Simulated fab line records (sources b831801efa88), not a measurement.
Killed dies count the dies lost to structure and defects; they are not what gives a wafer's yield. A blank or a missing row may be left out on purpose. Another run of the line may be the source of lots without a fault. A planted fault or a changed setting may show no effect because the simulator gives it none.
fab line records / flow sky130 / part 2 of 2: steps 31 to 38 of 38
[record] lots = 5 wafers = 15 lastDay = 49
route steps=708 shown METAL3@536 CAPM@537 VIA3@573
lots with no fault: from the same line, run without faults
startH: the number of hours between the record's first day and the start of the first shown wafer of the lot / waitH: how many hours have passed since the lot's step before this one / " identical to the entry in the row above / L1.1+2: a row that stands for several wafers / - no value, or no start was given / * or withheld: withheld / < > ~ a bound
route shown NAME@n: names a module that has steps shown in the file, with the first one's number in the route / usual: mean and standard deviation over wafers with no fault / same: alike in all rows / chamber/n: place in a boat / sites: readings site by site / _std_site: the values' standard deviation / _edge_site: outer sites' mean less inner sites' / radiusMm: how far each site lies from the wafer's centre / mask NAME#n: copy n / behind: the tool/chamber that last shaped the wafer / hold: cause of the lot's hold/its duration in hours/its outcome / device: which transistor (n, p or np) failed to switch / end of line: tests of these same wafers at the route's end / a step with no rows: only its recipe / killed: count of dies lost to structure and defects at first sort (not the wafer's yield) / map: the dies of a wafer, with x for killed, . for not killed, _ for no die there
set.NAME: the setting the step ran with; set.NAME@STEP: the setting that earlier step ran with / model.NAME: the simulator's own value behind a step, which no gauge read
certain route steps with their lots: each step a table, each wafer a row
services: from which hour (startH, from the record's first day; less than 0 if before it) a tool's chamber was out of use, for how many hours, and why
[[steps]]
[step SKY_METAL3_ETCH_16]
[recipe] chemistry = N2/H2 target = BARC ionEnergyEv = 200 biasW = 100 pressureMtorr = 30 n2FlowSccm = 100 h2FlowSccm = 200 icpW = 500 stopOn = SiO2 timeS = 88.2 targetDepthA = 600
[usual] drypumpMotorCurrentA = 5.8/0.41 oesProductAu = 0.626/0.005 rfFwdPowerW = 497.2/1.7 throttleValvePct = 13.205/0.0096
lot.wafer=L078.2 tool=rieMetal-04 chamber=1 startH=944.64 waitH=0.0 drypumpMotorCurrentA=5.2 oesProductAu=0.628 rfFwdPowerW=497.3 rfHoursCounterH=12 throttleValvePct=13.204
lot.wafer=L078.5 tool=rieMetal-04 chamber=1 startH=944.64 waitH=0.0 drypumpMotorCurrentA=5.2 oesProductAu=0.632 rfFwdPowerW=497.3 rfHoursCounterH=- throttleValvePct=13.210
lot.wafer=L078.6 tool=rieMetal-04 chamber=0 startH=944.64 waitH=0.0 drypumpMotorCurrentA=6.2 oesProductAu=0.636 rfFwdPowerW=497.1 rfHoursCounterH=- throttleValvePct=13.213
lot.wafer=L086.3 tool=rieMetal-03 chamber=0 startH=994.18 waitH=0.0 drypumpMotorCurrentA=5.9 oesProductAu=0.619 rfFwdPowerW=496.4 rfHoursCounterH=- throttleValvePct=13.189
lot.wafer=L086.4 tool=rieMetal-03 chamber=1 startH=994.18 waitH=0.0 drypumpMotorCurrentA=6.0 oesProductAu=0.632 rfFwdPowerW=495.8 rfHoursCounterH=- throttleValvePct=13.195
lot.wafer=L086.5 tool=rieMetal-03 chamber=0 startH=994.18 waitH=0.0 drypumpMotorCurrentA=5.9 oesProductAu=0.621 rfFwdPowerW=497.8 rfHoursCounterH=- throttleValvePct=13.206
lot.wafer=L087.3 tool=rieMetal-03 chamber=0 startH=999.32 waitH=0.0 drypumpMotorCurrentA=5.9 oesProductAu=0.625 rfFwdPowerW=498.9 rfHoursCounterH=- throttleValvePct=13.218
lot.wafer=L087.4 tool=rieMetal-03 chamber=1 startH=999.32 waitH=0.0 drypumpMotorCurrentA=6.0 oesProductAu=0.628 rfFwdPowerW=495.6 rfHoursCounterH=- throttleValvePct=13.215
lot.wafer=L087.5 tool=rieMetal-03 chamber=1 startH=999.32 waitH=0.0 drypumpMotorCurrentA=6.0 oesProductAu=0.621 rfFwdPowerW=495.6 rfHoursCounterH=- throttleValvePct=13.224
lot.wafer=L089.2 tool=rieMetal-02 chamber=1 startH=1001.74 waitH=0.0 drypumpMotorCurrentA=6.1 oesProductAu=0.620 rfFwdPowerW=495.6 rfHoursCounterH=5 throttleValvePct=13.206
lot.wafer=L089.3 tool=rieMetal-02 chamber=0 startH=1001.74 waitH=0.0 drypumpMotorCurrentA=6.0 oesProductAu=0.629 rfFwdPowerW=492.9 rfHoursCounterH=- throttleValvePct=13.204
lot.wafer=L089.6 tool=rieMetal-02 chamber=1 startH=1001.74 waitH=0.0 drypumpMotorCurrentA=6.1 oesProductAu=0.624 rfFwdPowerW=495.9 rfHoursCounterH=- throttleValvePct=13.210
lot.wafer=L095.1 tool=rieMetal-02 chamber=0 startH=1039.64 waitH=0.0 drypumpMotorCurrentA=6.0 oesProductAu=0.632 rfFwdPowerW=496.6 rfHoursCounterH=13 throttleValvePct=13.192
lot.wafer=L095.4 tool=rieMetal-02 chamber=0 startH=1039.64 waitH=0.0 drypumpMotorCurrentA=6.0 oesProductAu=0.615 rfFwdPowerW=495.7 rfHoursCounterH=- throttleValvePct=13.218
lot.wafer=L095.5 tool=rieMetal-02 chamber=0 startH=1039.64 waitH=0.0 drypumpMotorCurrentA=6.0 oesProductAu=0.622 rfFwdPowerW=495.5 rfHoursCounterH=- throttleValvePct=13.205
[step SKY_METAL3_ETCH_17]
[recipe] target = SiO2 stopOn = TiN chemistry = C4F8/O2/Ar sourceW = 1500 biasW = 1200 pressureMtorr = 40 c4f8FlowSccm = withheld O2_flow_sccm = 6 Ar_flow_sccm = 300 timeS = 3.9 targetDepthA = 150
[usual] oesProductAu = 0.755/0.0083 rfFwdPowerW = 1469/7.4
lot.wafer=L078.2 tool=rieDiel-01 chamber=3 startH=944.74 waitH=0.1 oesProductAu=0.751 rfFwdPowerW=1469 rfHoursCounterH=17
lot.wafer=L078.5 tool=rieDiel-01 chamber=1 startH=944.74 waitH=0.1 oesProductAu=0.743 rfFwdPowerW=1481 rfHoursCounterH=-
lot.wafer=L078.6 tool=rieDiel-01 chamber=0 startH=944.74 waitH=0.1 oesProductAu=0.753 rfFwdPowerW=1461 rfHoursCounterH=-
lot.wafer=L086.3 tool=rieDiel-01 chamber=0 startH=994.25 waitH=0.0 oesProductAu=0.753 rfFwdPowerW=1468 rfHoursCounterH=19
lot.wafer=L086.4 tool=rieDiel-01 chamber=2 startH=994.25 waitH=0.0 oesProductAu=0.760 rfFwdPowerW=1479 rfHoursCounterH=14
lot.wafer=L086.5 tool=rieDiel-01 chamber=3 startH=994.25 waitH=0.0 oesProductAu=0.753 rfFwdPowerW=1465 rfHoursCounterH=-
lot.wafer=L087.3 tool=rieDiel-04 chamber=3 startH=999.39 waitH=0.0 oesProductAu=0.750 rfFwdPowerW=1459 rfHoursCounterH=7
lot.wafer=L087.4 tool=rieDiel-04 chamber=0 startH=999.39 waitH=0.0 oesProductAu=0.751 rfFwdPowerW=1461 rfHoursCounterH=6
lot.wafer=L087.5 tool=rieDiel-04 chamber=0 startH=999.39 waitH=0.0 oesProductAu=0.759 rfFwdPowerW=1450 rfHoursCounterH=-
lot.wafer=L089.2 tool=rieDiel-01 chamber=0 startH=1001.84 waitH=0.1 oesProductAu=0.750 rfFwdPowerW=1474 rfHoursCounterH=19
lot.wafer=L089.3 tool=rieDiel-01 chamber=2 startH=1001.84 waitH=0.1 oesProductAu=0.754 rfFwdPowerW=1467 rfHoursCounterH=15
lot.wafer=L089.6 tool=rieDiel-01 chamber=1 startH=1001.84 waitH=0.1 oesProductAu=0.751 rfFwdPowerW=1480 rfHoursCounterH=-
lot.wafer=L095.1 tool=rieDiel-02 chamber=3 startH=1039.74 waitH=0.1 oesProductAu=0.749 rfFwdPowerW=1464 rfHoursCounterH=6
lot.wafer=L095.4 tool=rieDiel-02 chamber=2 startH=1039.74 waitH=0.1 oesProductAu=0.756 rfFwdPowerW=1473 rfHoursCounterH=18
lot.wafer=L095.5 tool=rieDiel-02 chamber=1 startH=1039.74 waitH=0.1 oesProductAu=0.752 rfFwdPowerW=1476 rfHoursCounterH=-
[step SKY_METAL3_METAL_ETCH_18]
[recipe] targetDepthA = 8450 stopOn = SiO2 overEtchFrac = 0.3 timeS = 183.1 chemistry = Cl2/BCl3 resistSidewallDeg = 88 pressureMtorr = 10 icpW = 900 biasW = 48.5 Cl2_flow_sccm = 60 bcl3FlowSccm = 30
[usual] drypumpMotorCurrentA = 5.94/0.23 oesProductAu = 0.867/0.0063 rfFwdPowerW = 896/3.1 throttleValvePct = 22.265/0.0085
lot.wafer=L078.2 tool=rieMetal-03 chamber=0 startH=944.76 waitH=0.0 drypumpMotorCurrentA=5.85 oesProductAu=0.869 rfFwdPowerW=896 rfHoursCounterH=1 throttleValvePct=22.255
lot.wafer=L078.5 tool=rieMetal-03 chamber=1 startH=944.76 waitH=0.0 drypumpMotorCurrentA=5.96 oesProductAu=0.868 rfFwdPowerW=891 rfHoursCounterH=- throttleValvePct=22.273
lot.wafer=L078.6 tool=rieMetal-03 chamber=0 startH=944.76 waitH=0.0 drypumpMotorCurrentA=5.86 oesProductAu=0.875 rfFwdPowerW=891 rfHoursCounterH=- throttleValvePct=22.271
lot.wafer=L086.3 tool=rieMetal-02 chamber=0 startH=994.33 waitH=0.1 drypumpMotorCurrentA=6.04 oesProductAu=0.870 rfFwdPowerW=895 rfHoursCounterH=- throttleValvePct=22.278
lot.wafer=L086.4 tool=rieMetal-02 chamber=1 startH=994.33 waitH=0.1 drypumpMotorCurrentA=6.15 oesProductAu=0.867 rfFwdPowerW=900 rfHoursCounterH=- throttleValvePct=22.265
lot.wafer=L086.5 tool=rieMetal-02 chamber=1 startH=994.33 waitH=0.1 drypumpMotorCurrentA=6.15 oesProductAu=0.868 rfFwdPowerW=896 rfHoursCounterH=- throttleValvePct=22.265
lot.wafer=L087.3 tool=rieMetal-04 chamber=0 startH=999.47 waitH=0.1 drypumpMotorCurrentA=6.18 oesProductAu=0.864 rfFwdPowerW=894 rfHoursCounterH=- throttleValvePct=22.269
lot.wafer=L087.4 tool=rieMetal-04 chamber=1 startH=999.47 waitH=0.1 drypumpMotorCurrentA=5.17 oesProductAu=0.867 rfFwdPowerW=900 rfHoursCounterH=- throttleValvePct=22.265
lot.wafer=L087.5 tool=rieMetal-04 chamber=1 startH=999.47 waitH=0.1 drypumpMotorCurrentA=5.14 oesProductAu=0.862 rfFwdPowerW=897 rfHoursCounterH=- throttleValvePct=22.265
lot.wafer=L089.2 tool=rieMetal-03 chamber=0 startH=1001.86 waitH=0.0 drypumpMotorCurrentA=5.85 oesProductAu=0.873 rfFwdPowerW=898 rfHoursCounterH=4 throttleValvePct=22.258
lot.wafer=L089.3 tool=rieMetal-03 chamber=1 startH=1001.86 waitH=0.0 drypumpMotorCurrentA=5.97 oesProductAu=0.864 rfFwdPowerW=895 rfHoursCounterH=- throttleValvePct=22.259
lot.wafer=L089.6 tool=rieMetal-03 chamber=0 startH=1001.86 waitH=0.0 drypumpMotorCurrentA=5.88 oesProductAu=0.862 rfFwdPowerW=895 rfHoursCounterH=- throttleValvePct=22.277
lot.wafer=L095.1 tool=rieMetal-04 chamber=1 startH=1039.76 waitH=0.0 drypumpMotorCurrentA=5.16 oesProductAu=0.866 rfFwdPowerW=896 rfHoursCounterH=18 throttleValvePct=22.266
lot.wafer=L095.4 tool=rieMetal-04 chamber=1 startH=1039.76 waitH=0.0 drypumpMotorCurrentA=5.16 oesProductAu=0.867 rfFwdPowerW=898 rfHoursCounterH=- throttleValvePct=22.263
lot.wafer=L095.5 tool=rieMetal-04 chamber=1 startH=1039.76 waitH=0.0 drypumpMotorCurrentA=5.16 oesProductAu=0.864 rfFwdPowerW=898 rfHoursCounterH=- throttleValvePct=22.279
[step SKY_METAL3_STRIP_19]
[recipe] chemistry = O2/N2 powerW = 1400 pressureMtorr = 1500 platenTempC = withheld o2FlowSccm = 3000 n2FlowSccm = 300 overashFraction = 0.5
[usual] drypumpMotorCurrentA = 5.6/0.35 oesProductAu = 0.502/0.006 stripTimeToEndpointS = 6.54/0.1
lot.wafer=L078.2 tool=plasmaAsher-04 chamber=0 startH=944.93 waitH=0.1 drypumpMotorCurrentA=5.8 oesProductAu=0.504 rfHoursCounterH=80 stripTimeToEndpointS=6.64
lot.wafer=L078.5 tool=plasmaAsher-04 chamber=1 startH=944.93 waitH=0.1 drypumpMotorCurrentA=5.3 oesProductAu=0.504 rfHoursCounterH=- stripTimeToEndpointS=6.65
lot.wafer=L078.6 tool=plasmaAsher-04 chamber=0 startH=944.93 waitH=0.1 drypumpMotorCurrentA=5.8 oesProductAu=0.506 rfHoursCounterH=- stripTimeToEndpointS=6.60
lot.wafer=L086.3 tool=plasmaAsher-04 chamber=0 startH=994.48 waitH=0.1 drypumpMotorCurrentA=5.8 oesProductAu=0.484 rfHoursCounterH=- stripTimeToEndpointS=6.32
lot.wafer=L086.4 tool=plasmaAsher-04 chamber=1 startH=994.48 waitH=0.1 drypumpMotorCurrentA=5.3 oesProductAu=0.498 rfHoursCounterH=- stripTimeToEndpointS=6.45
lot.wafer=L086.5 tool=plasmaAsher-04 chamber=0 startH=994.48 waitH=0.1 drypumpMotorCurrentA=5.8 oesProductAu=0.495 rfHoursCounterH=- stripTimeToEndpointS=6.54
lot.wafer=L087.3 tool=plasmaAsher-03 chamber=1 startH=999.62 waitH=0.1 drypumpMotorCurrentA=5.9 oesProductAu=0.506 rfHoursCounterH=- stripTimeToEndpointS=6.63
lot.wafer=L087.4 tool=plasmaAsher-03 chamber=0 startH=999.62 waitH=0.1 drypumpMotorCurrentA=5.0 oesProductAu=0.507 rfHoursCounterH=- stripTimeToEndpointS=6.68
lot.wafer=L087.5 tool=plasmaAsher-03 chamber=0 startH=999.62 waitH=0.1 drypumpMotorCurrentA=5.0 oesProductAu=0.500 rfHoursCounterH=- stripTimeToEndpointS=6.62
lot.wafer=L089.2 tool=plasmaAsher-03 chamber=0 startH=1002.03 waitH=0.1 drypumpMotorCurrentA=4.9 oesProductAu=0.505 rfHoursCounterH=115 stripTimeToEndpointS=6.59
lot.wafer=L089.3 tool=plasmaAsher-03 chamber=0 startH=1002.03 waitH=0.1 drypumpMotorCurrentA=4.9 oesProductAu=0.510 rfHoursCounterH=- stripTimeToEndpointS=6.70
lot.wafer=L089.6 tool=plasmaAsher-03 chamber=1 startH=1002.03 waitH=0.1 drypumpMotorCurrentA=5.8 oesProductAu=0.499 rfHoursCounterH=- stripTimeToEndpointS=6.62
lot.wafer=L095.1 tool=plasmaAsher-01 chamber=0 startH=1039.93 waitH=0.1 drypumpMotorCurrentA=5.7 oesProductAu=0.498 rfHoursCounterH=29 stripTimeToEndpointS=6.54
lot.wafer=L095.4 tool=plasmaAsher-01 chamber=1 startH=1039.93 waitH=0.1 drypumpMotorCurrentA=6.1 oesProductAu=0.501 rfHoursCounterH=- stripTimeToEndpointS=6.58
lot.wafer=L095.5 tool=plasmaAsher-01 chamber=0 startH=1039.93 waitH=0.1 drypumpMotorCurrentA=5.7 oesProductAu=0.504 rfHoursCounterH=- stripTimeToEndpointS=6.61
[step SKY_METAL3_STRIP_20]
[recipe] chemistry = postEtchResidueRemover timeS = 1200 tempC = 72.5
[usual] bathHeatDutyPct = 14.3/1.5
lot.wafer=L078.2 tool=wetBench-01 chamber=1 startH=945.03 waitH=0.1 bathHeatDutyPct=14.0
lot.wafer=L078.5 tool=wetBench-01 chamber=1 startH=945.03 waitH=0.1 bathHeatDutyPct=15.4
lot.wafer=L078.6 tool=wetBench-01 chamber=1 startH=945.03 waitH=0.1 bathHeatDutyPct=15.5
lot.wafer=L086.3 tool=wetBench-02 chamber=2 startH=994.54 waitH=0.0 bathHeatDutyPct=13.8
lot.wafer=L086.4 tool=wetBench-02 chamber=2 startH=994.54 waitH=0.0 bathHeatDutyPct=15.1
lot.wafer=L086.5 tool=wetBench-02 chamber=2 startH=994.54 waitH=0.0 bathHeatDutyPct=14.4
lot.wafer=L087.3 tool=wetBench-02 chamber=0 startH=999.68 waitH=0.0 bathHeatDutyPct=11.9
lot.wafer=L087.4 tool=wetBench-02 chamber=0 startH=999.68 waitH=0.0 bathHeatDutyPct=13.8
lot.wafer=L087.5 tool=wetBench-02 chamber=0 startH=999.68 waitH=0.0 bathHeatDutyPct=11.8
lot.wafer=L089.2 tool=wetBench-04 chamber=3 startH=1002.13 waitH=0.1 bathHeatDutyPct=13.5
lot.wafer=L089.3 tool=wetBench-04 chamber=3 startH=1002.13 waitH=0.1 bathHeatDutyPct=14.1
lot.wafer=L089.6 tool=wetBench-04 chamber=3 startH=1002.13 waitH=0.1 bathHeatDutyPct=13.6
lot.wafer=L095.1 tool=wetBench-01 chamber=0 startH=1040.11 waitH=0.1 bathHeatDutyPct=14.9
lot.wafer=L095.4 tool=wetBench-01 chamber=0 startH=1040.11 waitH=0.1 bathHeatDutyPct=14.2
lot.wafer=L095.5 tool=wetBench-01 chamber=0 startH=1040.11 waitH=0.1 bathHeatDutyPct=14.1
[step SKY_METAL3_CLEAN_21]
[recipe] chemistry = IPA timeS = 180 tempC = 25
[usual] bathHeatDutyPct = 6.3/0.78
lot.wafer=L078.2 tool=wetBench-04 chamber=2 startH=945.38 waitH=0.0 bathHeatDutyPct=5.6
lot.wafer=L078.5 tool=wetBench-04 chamber=2 startH=945.38 waitH=0.0 bathHeatDutyPct=5.5
lot.wafer=L078.6 tool=wetBench-04 chamber=2 startH=945.38 waitH=0.0 bathHeatDutyPct=6.8
lot.wafer=L086.3 tool=wetBench-01 chamber=3 startH=994.89 waitH=0.0 bathHeatDutyPct=5.6
lot.wafer=L086.4 tool=wetBench-01 chamber=3 startH=994.89 waitH=0.0 bathHeatDutyPct=5.1
lot.wafer=L086.5 tool=wetBench-01 chamber=3 startH=994.89 waitH=0.0 bathHeatDutyPct=5.3
lot.wafer=L087.3 tool=wetBench-04 chamber=1 startH=1000.03 waitH=0.0 bathHeatDutyPct=6.4
lot.wafer=L087.4 tool=wetBench-04 chamber=1 startH=1000.03 waitH=0.0 bathHeatDutyPct=8.3
lot.wafer=L087.5 tool=wetBench-04 chamber=1 startH=1000.03 waitH=0.0 bathHeatDutyPct=6.9
lot.wafer=L089.2 tool=wetBench-02 chamber=1 startH=1002.48 waitH=0.0 bathHeatDutyPct=4.7
lot.wafer=L089.3 tool=wetBench-02 chamber=1 startH=1002.48 waitH=0.0 bathHeatDutyPct=5.9
lot.wafer=L089.6 tool=wetBench-02 chamber=1 startH=1002.48 waitH=0.0 bathHeatDutyPct=5.7
lot.wafer=L095.1 tool=wetBench-02 chamber=0 startH=1040.46 waitH=0.0 bathHeatDutyPct=6.0
lot.wafer=L095.4 tool=wetBench-02 chamber=0 startH=1040.46 waitH=0.0 bathHeatDutyPct=5.2
lot.wafer=L095.5 tool=wetBench-02 chamber=0 startH=1040.46 waitH=0.0 bathHeatDutyPct=5.0
[step SKY_METAL3_CLEAN_22]
[recipe] chemistry = O3/DIW dry = n2Spin
lot.wafer=L078.2+5+6 tool=wetBench-01 chamber=0 startH=945.44 waitH=0.0
lot.wafer=L086.3+4+5 tool=wetBench-02 chamber=3 startH=994.94 waitH=0.0
lot.wafer=L087.3+4+5 tool=wetBench-01 chamber=2 startH=1000.08 waitH=0.0
lot.wafer=L089.2+3+6 tool=wetBench-04 chamber=1 startH=1002.53 waitH=0.0
lot.wafer=L095.1+4+5 tool=wetBench-01 chamber=0 startH=1040.52 waitH=0.0
[step SKY_VIA3_HDPCVD_00]
[recipe] material = SiO2 targetThkNm = 1635 sigmaOpenFrac = 0.3 timeS = 272.5 tempC = 400 sih4FlowSccm = 60 pressureMtorr = 6
[usual] susceptorTempC = 399.99/0.22
lot.wafer=L078.2 tool=hdpcvd-02 chamber=1 startH=945.53 waitH=0.0 susceptorTempC=400.28
lot.wafer=L078.5 tool=hdpcvd-02 chamber=0 startH=945.53 waitH=0.0 susceptorTempC=399.96
lot.wafer=L078.6 tool=hdpcvd-02 chamber=2 startH=945.53 waitH=0.0 susceptorTempC=399.74
lot.wafer=L086.3 tool=hdpcvd-01 chamber=0 startH=995.04 waitH=0.0 susceptorTempC=399.88
lot.wafer=L086.4 tool=hdpcvd-01 chamber=2 startH=995.04 waitH=0.0 susceptorTempC=400.43
lot.wafer=L086.5 tool=hdpcvd-01 chamber=1 startH=995.04 waitH=0.0 susceptorTempC=399.97
lot.wafer=L087.3 tool=hdpcvd-01 chamber=1 startH=1000.27 waitH=0.0 susceptorTempC=400.09
lot.wafer=L087.4 tool=hdpcvd-01 chamber=0 startH=1000.27 waitH=0.0 susceptorTempC=399.82
lot.wafer=L087.5 tool=hdpcvd-01 chamber=2 startH=1000.27 waitH=0.0 susceptorTempC=400.33
lot.wafer=L089.2 tool=hdpcvd-01 chamber=1 startH=1002.63 waitH=0.0 susceptorTempC=399.85
lot.wafer=L089.3 tool=hdpcvd-01 chamber=0 startH=1002.63 waitH=0.0 susceptorTempC=399.55
lot.wafer=L089.6 tool=hdpcvd-01 chamber=1 startH=1002.63 waitH=0.0 susceptorTempC=399.84
lot.wafer=L095.1 tool=hdpcvd-01 chamber=2 startH=1040.61 waitH=0.0 susceptorTempC=400.15
lot.wafer=L095.4 tool=hdpcvd-01 chamber=1 startH=1040.61 waitH=0.0 susceptorTempC=399.76
lot.wafer=L095.5 tool=hdpcvd-01 chamber=2 startH=1040.61 waitH=0.0 susceptorTempC=399.89
[[services]]
tool=ilineStepper-02 chamber=- startH=873.78 hours=1.7 kind=pm
tool=plasmaAsher-03 chamber=- startH=886.42 hours=2.8 kind=pm
tool=krfScanner-01 chamber=- startH=887.73 hours=3.6 kind=pm
tool=krfScanner-01 chamber=- startH=891.28 hours=1.3 kind=pm
tool=wetBench-04 chamber=- startH=908.95 hours=3.9 kind=repair
tool=krfScanner-01 chamber=- startH=918.97 hours=1.0 kind=pm
tool=wetBench-03 chamber=- startH=938.86 hours=2.2 kind=repair
tool=hdpcvd-01 chamber=- startH=942.55 hours=1.7 kind=repair
tool=wetBench-04 chamber=- startH=942.65 hours=1.6 kind=repair
tool=rieDiel-01 chamber=3 startH=945.74 hours=12.3 kind=repair
tool=hdpcvd-01 chamber=- startH=950.25 hours=15.0 kind=pm
tool=pvdSputter-03 chamber=- startH=951.90 hours=0.8 kind=repair
tool=rieMetal-04 chamber=- startH=956.44 hours=1.4 kind=pm
tool=wetBench-02 chamber=- startH=961.59 hours=1.1 kind=repair
tool=pvdSputter-03 chamber=- startH=964.66 hours=6.2 kind=repair
tool=rieDiel-01 chamber=2 startH=965.29 hours=5.4 kind=repair
tool=krfScanner-01 chamber=- startH=965.83 hours=0.3 kind=repair
tool=krfScanner-01 chamber=- startH=971.90 hours=1.4 kind=repair
tool=ilineStepper-02 chamber=- startH=972.69 hours=4.5 kind=repair
tool=rieMetal-03 chamber=1 startH=1011.18 hours=27.6 kind=repair
tool=wetBench-04 chamber=- startH=1024.77 hours=5.1 kind=repair
tool=plasmaAsher-03 chamber=- startH=1029.53 hours=2.1 kind=repair
tool=rieMetal-03 chamber=0 startH=1031.79 hours=19.2 kind=repair
tool=wetBench-04 chamber=- startH=1039.30 hours=1.9 kind=pm
